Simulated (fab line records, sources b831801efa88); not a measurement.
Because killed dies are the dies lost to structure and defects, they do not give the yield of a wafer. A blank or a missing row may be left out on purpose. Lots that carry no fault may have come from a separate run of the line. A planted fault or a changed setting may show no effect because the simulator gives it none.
2 desks, one fault    flow gf180mcu    every desk sees just its own numbers, and what lay behind them comes last

AT THE METROLOGY DESK
Lot by lot, what the gauges showed, no matter which tool ran the lot: averages of those sampled wafers that carry a number. The brackets show how far a lot's mean lies from the usual mean; more than 4 standard deviations puts the lot out of limits, marked OUT.
Columns: A = VT_IMPLANT_4_TW at GF_VT_IMPLANT_TW_MEAS_43, usual 693; B = HV_LDD_01_OVL at GF_HV_LDD_OVL_MEAS_20, usual 0.5 nm
lot   first seen here  A               B
L460  day 8 10:22      699             -0.2
L461  day 8 16:56      691             2.0
L462  day 8 20:22      676 (-4.7) OUT  0.9
L463  day 9 08:12      694             0.2
L464  day 9 14:19      675 (-5.0) OUT  -1.1
L465  day 9 21:10      676 (-4.5) OUT  -0.1
L469  day 11 00:13     690             -0.8
L473  day 12 03:20     690             -0.5
L474  day 12 07:31     687             -0.2
L475  day 12 14:37     691             -0.3
L476  day 12 23:49     697             1.1
L479  day 13 15:20     694             2.5
This desk's result: L462, L464, L465 out of limits, first on L462 (VT_IMPLANT_4_TW at GF_VT_IMPLANT_TW_MEAS_43), day 8 20:22. Within limits: L460, L461, L463, L469, L473, L474, L475, L476, L479.

DESK OF THE TOOL OWNER: implanter-01
For each lot that ran on this tool, the mean over its sampled wafers that have a number, from the tool's own readings at GF_VT_IMPLANT_IMPLANT_41. The brackets show how far a lot's mean lies from the usual mean; more than 4 standard deviations puts the lot out of limits, marked OUT.
Columns: A = end station pressure torr at GF_VT_IMPLANT_IMPLANT_41, usual 5.01e-06 Torr; B = faraday current uA at GF_VT_IMPLANT_IMPLANT_41, usual 5.71
lot   first seen here  A         B
L460  day 8 10:10      5.05e-06  5.75
L462  day 8 20:07      5.26e-06  5.63
L464  day 9 14:05      5.16e-06  5.68
L465  day 9 20:56      4.82e-06  5.66
L475  day 12 14:22     5.03e-06  5.69
L476  day 12 23:34     5.19e-06  5.73
This desk's verdict: no lot among the 6 shows anything out of limits.

PUT TOGETHER
An alarm was possible from the metrology desk at day 8 20:22, on L462, L464, L465.
The tool owner's desk saw nothing out of limits.
Tool owner's desk: L462, L464, L465 on record, inside its limits.
Of the lots named, all ran GF_VT_IMPLANT_IMPLANT_41 on implanter-01.

WHAT THE SIMULATOR HAD INSERTED
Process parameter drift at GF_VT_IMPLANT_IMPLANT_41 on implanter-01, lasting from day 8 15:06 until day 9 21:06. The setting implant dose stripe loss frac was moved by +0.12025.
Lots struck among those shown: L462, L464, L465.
Per desk, hours elapsed from the start of the fault to the first reading out of limits: for the metrology desk, 5.
